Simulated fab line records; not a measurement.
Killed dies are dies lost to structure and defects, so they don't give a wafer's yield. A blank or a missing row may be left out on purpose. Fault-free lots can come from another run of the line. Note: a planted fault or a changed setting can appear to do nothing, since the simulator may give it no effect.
Commonality check across tools || flow gf180mcu || Lots sampled 13, wafers sampled 39

## WHAT PROMPTED THE OPENING
At GF_HV_LDD_TW_MEAS_50 the reading HV_LDD_4_TW is flagged on 1 of 13 lots. No-fault wafers: 571, standard deviation 4.3.
Rule: a lot gets a flag if all its wafers with a number sit over 4 standard deviations from that mean, or if no wafer of it has a number. The other lots count as sound.

{"lot": "L547", "measured": "day 13 04:42", "on": "filmMetro-03", "HV_LDD_4_TW, wafer by wafer": "567 569 566", "flag": ""}
{"lot": "L548", "measured": "day 13 08:01", "on": "filmMetro-02", "HV_LDD_4_TW, wafer by wafer": "578 576 576", "flag": ""}
{"lot": "L549", "measured": "day 13 18:07", "on": "filmMetro-02", "HV_LDD_4_TW, wafer by wafer": "577 575 574", "flag": ""}
{"lot": "L552", "measured": "day 14 12:45", "on": "filmMetro-01", "HV_LDD_4_TW, wafer by wafer": "577 574 575", "flag": ""}
{"lot": "L555", "measured": "day 15 00:26", "on": "filmMetro-03", "HV_LDD_4_TW, wafer by wafer": "564 570 568", "flag": ""}
{"lot": "L554", "measured": "day 15 06:02", "on": "filmMetro-02", "HV_LDD_4_TW, wafer by wafer": "573 576 572", "flag": ""}
{"lot": "L558", "measured": "day 15 23:27", "on": "filmMetro-01", "HV_LDD_4_TW, wafer by wafer": "574 573 571", "flag": ""}
{"lot": "L559", "measured": "day 16 07:03", "on": "filmMetro-02", "HV_LDD_4_TW, wafer by wafer": "576 575 574", "flag": ""}
{"lot": "L561", "measured": "day 16 20:11", "on": "filmMetro-02", "HV_LDD_4_TW, wafer by wafer": "30 30 30", "flag": "FLAGGED"}
{"lot": "L562", "measured": "day 17 05:19", "on": "filmMetro-03", "HV_LDD_4_TW, wafer by wafer": "567 568 566", "flag": ""}
{"lot": "L563", "measured": "day 17 15:03", "on": "filmMetro-03", "HV_LDD_4_TW, wafer by wafer": "566 566 566", "flag": ""}
{"lot": "L569", "measured": "day 19 14:21", "on": "filmMetro-01", "HV_LDD_4_TW, wafer by wafer": "574 578 571", "flag": ""}
{"lot": "L570", "measured": "day 19 19:28", "on": "filmMetro-02", "HV_LDD_4_TW, wafer by wafer": "570 572 571", "flag": ""}
The numbers of the flagged lots are 30 on average: -541 against the usual, or -99 or more standard deviations.

## WHICH TOOL RAN EACH LOT
The record holds 1 process step before the reading, out of a route of 602 steps. Read each cell as the tool, then ch plus the chambers that the sampled wafers visited, then the start.
{"lot": "L547", "flag": "", "GF_HV_LDD_EXPOSE_43": "ilineStepper-01 ch 0, day 12 19:08"}
{"lot": "L548", "flag": "", "GF_HV_LDD_EXPOSE_43": "ilineStepper-01 ch 0, day 12 22:22"}
{"lot": "L549", "flag": "", "GF_HV_LDD_EXPOSE_43": "ilineStepper-01 ch 0, day 13 08:32"}
{"lot": "L552", "flag": "", "GF_HV_LDD_EXPOSE_43": "ilineStepper-01 ch 0, day 14 02:12"}
{"lot": "L555", "flag": "", "GF_HV_LDD_EXPOSE_43": "ilineStepper-02 ch 0, day 14 14:10"}
{"lot": "L554", "flag": "", "GF_HV_LDD_EXPOSE_43": "ilineStepper-02 ch 0, day 14 18:41"}
{"lot": "L558", "flag": "", "GF_HV_LDD_EXPOSE_43": "ilineStepper-02 ch 0, day 15 12:26"}
{"lot": "L559", "flag": "", "GF_HV_LDD_EXPOSE_43": "ilineStepper-02 ch 0, day 15 19:50"}
{"lot": "L561", "flag": "FLAGGED", "GF_HV_LDD_EXPOSE_43": "ilineStepper-01 ch 0, day 16 09:07"}
{"lot": "L562", "flag": "", "GF_HV_LDD_EXPOSE_43": "ilineStepper-01 ch 0, day 16 17:47"}
{"lot": "L563", "flag": "", "GF_HV_LDD_EXPOSE_43": "ilineStepper-01 ch 0, day 17 03:37"}
{"lot": "L569", "flag": "", "GF_HV_LDD_EXPOSE_43": "ilineStepper-01 ch 0, day 19 01:38"}
{"lot": "L570", "flag": "", "GF_HV_LDD_EXPOSE_43": "ilineStepper-01 ch 0, day 19 07:17"}
These steps, and what they do:
- GF_HV_LDD_EXPOSE_43: exposes mask Pplus HV AREA, target cd 400 nm.
- GF_HV_LDD_TW_MEAS_50

## FLAGGED AGAINST TOTAL, ONE TOOL AT A TIME (gauges that did the reading follow at the end)
{"step": "GF_HV_LDD_EXPOSE_43", "tool": "ilineStepper-01", "lots run": 9, "flagged": 1, "share of the flagged lots": "all", "sound lots run after its first flagged lot": "4 (L562,L563,L569,L570)"}
{"step": "GF_HV_LDD_EXPOSE_43", "tool": "ilineStepper-02", "lots run": 4, "flagged": 0, "share of the flagged lots": "none", "sound lots run after its first flagged lot": "-"}
{"step": "GF_HV_LDD_TW_MEAS_50", "tool": "filmMetro-01", "lots run": 3, "flagged": 0, "share of the flagged lots": "none", "sound lots run after its first flagged lot": "-"}
{"step": "GF_HV_LDD_TW_MEAS_50", "tool": "filmMetro-02", "lots run": 6, "flagged": 1, "share of the flagged lots": "all", "sound lots run after its first flagged lot": "1 (L570)"}
{"step": "GF_HV_LDD_TW_MEAS_50", "tool": "filmMetro-03", "lots run": 4, "flagged": 0, "share of the flagged lots": "none", "sound lots run after its first flagged lot": "-"}

## WHAT THE TABLE ALLOWS
Rows of the table that ran all the flagged lots, 2 in number: ilineStepper-01 at GF_HV_LDD_EXPOSE_43; filmMetro-02 at GF_HV_LDD_TW_MEAS_50.
- ilineStepper-01 at GF_HV_LDD_EXPOSE_43 ran 9 lots, 1 of them flagged. After the first flagged lot (L562, L563, L569, L570), sound lots still ran on it; a lasting fault on the whole tool would not permit that.
- filmMetro-02 at GF_HV_LDD_TW_MEAS_50 ran 6 lots, 1 of them flagged. After the first flagged lot (L570), sound lots still ran on it; a lasting fault on the whole tool would not permit that.
None of the table's rows ran every flagged lot and, after the first, no sound lot.

## WHAT THE SIMULATOR PUT IN
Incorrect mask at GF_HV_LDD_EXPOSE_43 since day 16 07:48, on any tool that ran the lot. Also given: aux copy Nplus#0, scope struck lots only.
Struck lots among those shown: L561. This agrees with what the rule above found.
